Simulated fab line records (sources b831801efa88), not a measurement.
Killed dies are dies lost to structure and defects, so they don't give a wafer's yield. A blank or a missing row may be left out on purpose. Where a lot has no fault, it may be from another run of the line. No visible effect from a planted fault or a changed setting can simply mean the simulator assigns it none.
What tool caused it? | flow sky130 | Sampling: 24 lots, 72 wafers, 4 of 708 route steps

== WHAT EACH GAUGE READ, for each wafer ==
SKY_CAP2M_THK_MEAS_04: measures by xrf. Usual: CAP2M_TIN_THK typically reads 205 nm, with standard deviation 3.
lot  | measured     | on            | CAP2M_TIN_THK (nm) | flag
L074 | day 40 16:40 | film metro-03 | 207 205 207        |
L075 | day 40 17:36 | film metro-02 | 204 206 202        |
L077 | day 40 18:11 | film metro-01 | 203 208 204        |
L076 | day 40 19:40 | film metro-02 | 201 199 199        |
L078 | day 42 13:01 | film metro-01 | 206 209 206        |
L079 | day 42 13:18 | film metro-03 | 208 202 206        |
L081 | day 42 14:50 | film metro-03 | 209 206 207        |
L080 | day 42 16:01 | film metro-02 | 203 207 204        |
L082 | day 42 16:21 | film metro-02 | 202 200 208        |
L084 | day 42 22:11 | film metro-01 | 210 207 211        |
L083 | day 43 00:02 | film metro-02 | 205 207 205        |
L085 | day 43 01:09 | film metro-01 | 207 209 211        |
L086 | day 43 02:18 | film metro-01 | 208 206 206        |
L087 | day 43 11:21 | film metro-01 | 207 203 206        |
L088 | day 43 21:19 | film metro-03 | 208 206 206        |
L089 | day 43 22:12 | film metro-02 | 203 205 201        |
L090 | day 44 12:19 | film metro-02 | 204 204 203        |
L091 | day 44 14:57 | film metro-03 | 203 205 207        |
L092 | day 44 19:37 | film metro-01 | 201 207 207        |
L093 | day 45 08:18 | film metro-01 | 207 206 202        |
L094 | day 45 11:51 | film metro-02 | 205 207 203        |
L095 | day 45 21:17 | film metro-02 | 205 210 201        |
L096 | day 45 22:40 | film metro-03 | 209 207 205        |
L097 | day 46 04:20 | film metro-01 | 208 206 207        |

SKY_METAL4_OVL_MEAS_14. Usual: METAL4_OVL typically reads 4 nm, with standard deviation 5.9.
lot  | measured     | on         | METAL4_OVL (nm) | flag
L074 | day 42 17:27 | overlay-01 | 12 1 10         |
L075 | day 42 18:05 | overlay-01 | 4 -1 8          |
L077 | day 42 18:20 | overlay-02 | -7 -5 -2        |
L076 | day 42 19:20 | overlay-02 | 9 2 11          |
L078 | day 44 11:24 | overlay-01 | -3 -4 4         |
L079 | day 44 11:32 | overlay-02 | 9 -2 5          |
L081 | day 44 12:05 | overlay-02 | 7 5 8           |
L080 | day 44 12:44 | overlay-02 | 9 -1 5          |
L082 | day 44 13:53 | overlay-02 | 4 3 3           |
L084 | day 44 19:12 | overlay-02 | 12 0 8          |
L083 | day 44 21:23 | overlay-02 | -4 -1 -8        |
L085 | day 44 21:44 | overlay-02 | -3 4 -3         |
L086 | day 44 22:42 | overlay-02 | 4 -1 1          |
L087 | day 45 08:53 | overlay-02 | 4 9 5           |
L088 | day 45 17:32 | overlay-01 | -1 6 8          |
L089 | day 45 19:00 | overlay-02 | 2 7 6           |
L090 | day 46 07:38 | overlay-01 | 6 14 6          |
L091 | day 46 10:47 | overlay-02 | 2 1 4           |
L092 | day 46 14:23 | overlay-02 | -7 4 2          |
L093 | day 47 01:38 | overlay-02 | 12 4 3          |
L094 | day 47 04:58 | overlay-02 | 2 0 2           |
L095 | day 47 13:14 | overlay-02 | 1 7 3           |
L096 | day 47 15:14 | overlay-01 | 22 10 16        |
L097 | day 47 21:08 | overlay-01 | -9 -7 -7        |

== EACH LOT AND THE TOOL THAT RAN IT (in order: tool; ch and the chambers of the sampled wafers; start) ==
lot  | SKY_CAP2M_SPUTTER_02         | SKY_CAP2M_METAL_ETCH_13
L074 | pvd sputter-01, day 40 16:25 | rie metal-02 ch 0,1, day 41 16:53
L075 | pvd sputter-04, day 40 17:22 | rie metal-01 ch 0,1, day 41 17:27
L077 | pvd sputter-04, day 40 17:56 | rie metal-04 ch 0,1, day 41 17:47
L076 | pvd sputter-01, day 40 19:24 | rie metal-04 ch 0,1, day 41 19:14
L078 | pvd sputter-01, day 42 12:46 | rie metal-01 ch 0, day 43 11:45
L079 | pvd sputter-03, day 42 13:04 | rie metal-02 ch 0,1, day 43 11:57
L081 | pvd sputter-01, day 42 14:37 | rie metal-02 ch 0,1, day 43 12:43
L080 | pvd sputter-03, day 42 15:47 | rie metal-02 ch 0,1, day 43 13:37
L082 | pvd sputter-03, day 42 16:07 | rie metal-04 ch 1, day 43 14:33
L084 | pvd sputter-03, day 42 21:56 | rie metal-01 ch 1, day 43 20:10
L083 | pvd sputter-01, day 42 23:47 | rie metal-01 ch 0,1, day 43 22:28
L085 | pvd sputter-04, day 43 00:55 | rie metal-04 ch 0,1, day 43 22:39
L086 | pvd sputter-01, day 43 02:04 | rie metal-02 ch 0,1, day 43 23:35
L087 | pvd sputter-04, day 43 11:07 | rie metal-01 ch 0,1, day 44 09:22
L088 | pvd sputter-03, day 43 21:04 | rie metal-04 ch 0,1, day 44 19:21
L089 | pvd sputter-04, day 43 21:58 | rie metal-04 ch 0,1, day 44 20:36
L090 | pvd sputter-04, day 44 12:05 | rie metal-04 ch 0,1, day 45 10:22
L091 | pvd sputter-01, day 44 14:43 | rie metal-02 ch 0,1, day 45 13:15
L092 | pvd sputter-03, day 44 19:23 | rie metal-04 ch 0,1, day 45 16:48
L093 | pvd sputter-01, day 45 08:04 | rie metal-01 ch 0,1, day 46 05:00
L094 | pvd sputter-04, day 45 11:39 | rie metal-02 ch 0,1, day 46 08:47
L095 | pvd sputter-03, day 45 21:04 | rie metal-01 ch 0,1, day 46 16:01
L096 | pvd sputter-03, day 45 22:26 | rie metal-01 ch 1, day 46 18:18
L097 | pvd sputter-04, day 46 04:07 | rie metal-01 ch 0,1, day 47 00:03
- SKY_CAP2M_SPUTTER_02: material TiN, target thk 200 nm, time 166.7 s.
- SKY_CAP2M_METAL_ETCH_13: etches TiN in Cl2/BCl3, stops on SiO2, target depth 220 nm, time 62.9 s.

== AS READ BY THE TOOLS THEMSELVES (means over the sampled wafers that have a number; for cases with no such wafer, the mark the record gives instead) ==
SKY_CAP2M_SPUTTER_02. Usual: cathode dc power W 6603.1 W, standard deviation 1.1; throttle valve pct 30.2 %, standard deviation 0.88.
lot  | tool           | cathode dc power W (W) | throttle valve pct (%) | flag
L074 | pvd sputter-01 | 6602.3                 | 30.7                   |
L075 | pvd sputter-04 | 6602.9                 | 30.1                   |
L077 | pvd sputter-04 | 6602.7                 | 29.2                   |
L076 | pvd sputter-01 | 6603.4                 | 30.0                   |
L078 | pvd sputter-01 | 6602.7                 | 30.6                   |
L079 | pvd sputter-03 | 6602.2                 | 29.9                   |
L081 | pvd sputter-01 | 6603.2                 | 30.3                   |
L080 | pvd sputter-03 | 6603.1                 | 29.7                   |
L082 | pvd sputter-03 | 6603.3                 | 30.1                   |
L084 | pvd sputter-03 | 6602.9                 | 29.6                   |
L083 | pvd sputter-01 | 6603.0                 | 30.2                   |
L085 | pvd sputter-04 | 6603.2                 | 30.2                   |
L086 | pvd sputter-01 | 6603.0                 | 30.2                   |
L087 | pvd sputter-04 | 6602.5                 | 30.9                   |
L088 | pvd sputter-03 | 6603.3                 | 29.9                   |
L089 | pvd sputter-04 | 6604.0                 | 30.9                   |
L090 | pvd sputter-04 | 6602.0                 | 30.4                   |
L091 | pvd sputter-01 | 6603.3                 | 30.7                   |
L092 | pvd sputter-03 | 6602.4                 | 30.4                   |
L093 | pvd sputter-01 | 6602.3                 | 29.9                   |
L094 | pvd sputter-04 | 6603.3                 | 30.1                   |
L095 | pvd sputter-03 | 6603.1                 | 30.4                   |
L096 | pvd sputter-03 | 6603.3                 | 30.1                   |
L097 | pvd sputter-04 | 6603.8                 | 31.0                   |

SKY_CAP2M_METAL_ETCH_13. Usual: drypump motor current A 5.7 A, standard deviation 0.41; oes product au 0.953 a.u., standard deviation 0.0087; throttle valve pct 21.893 %, standard deviation 0.0099.
lot  | tool         | drypump motor current A (A) | oes product au (a.u.) | throttle valve pct (%) | flag
L074 | rie metal-02 | 6.2                         | 0.954                 | 21.890                 |
L075 | rie metal-01 | 5.3                         | 0.951                 | 21.897                 |
L077 | rie metal-04 | 6.0                         | 0.953                 | 21.896                 |
L076 | rie metal-04 | 6.0                         | 0.947                 | 21.900                 |
L078 | rie metal-01 | 5.3                         | 0.955                 | 21.888                 |
L079 | rie metal-02 | 6.2                         | 0.947                 | 21.899                 |
L081 | rie metal-02 | 6.0                         | 0.954                 | 21.894                 |
L080 | rie metal-02 | 6.0                         | 0.956                 | 21.899                 |
L082 | rie metal-04 | 6.1                         | 0.953                 | 21.894                 |
L084 | rie metal-01 | 5.3                         | 0.964                 | 21.884                 |
L083 | rie metal-01 | 5.3                         | 0.956                 | 21.889                 |
L085 | rie metal-04 | 6.0                         | 0.964                 | 21.888                 |
L086 | rie metal-02 | 5.9                         | 0.956                 | 21.886                 |
L087 | rie metal-01 | 5.3                         | 0.954                 | 21.891                 |
L088 | rie metal-04 | 6.0                         | 0.952                 | 21.890                 |
L089 | rie metal-04 | 5.9                         | 0.947                 | 21.895                 |
L090 | rie metal-04 | 5.9                         | 0.956                 | 21.891                 |
L091 | rie metal-02 | 6.2                         | 0.944                 | 21.896                 |
L092 | rie metal-04 | 5.9                         | 0.951                 | 21.888                 |
L093 | rie metal-01 | 5.3                         | 0.953                 | 21.894                 |
L094 | rie metal-02 | 6.0                         | 0.957                 | 21.893                 |
L095 | rie metal-01 | 5.3                         | 0.951                 | 21.897                 |
L096 | rie metal-01 | 5.3                         | 0.956                 | 21.888                 |
L097 | rie metal-01 | 5.3                         | 0.961                 | 21.892                 |

== THE ANSWER, worked out from the rows above alone ==
Rule: a lot counts as off when the mean over its wafers that have a number is more than 3 standard deviations away from the usual mean. Also off: a lot with no number at a reading for which 4 or more lots have one. Where the step has rows for the other lots, those lots are counted as sound. Order of review: gauges by route order, followed by the tools' own readings, for which a lot's mean as printed above is used. At the first step where some lot is off, the reading lying furthest off is the one used; lots without a number count as furthest.
None of the lots is off at any reading shown; this tells nothing.

== WHAT HAD BEEN PUT IN BY THE SIMULATOR ==
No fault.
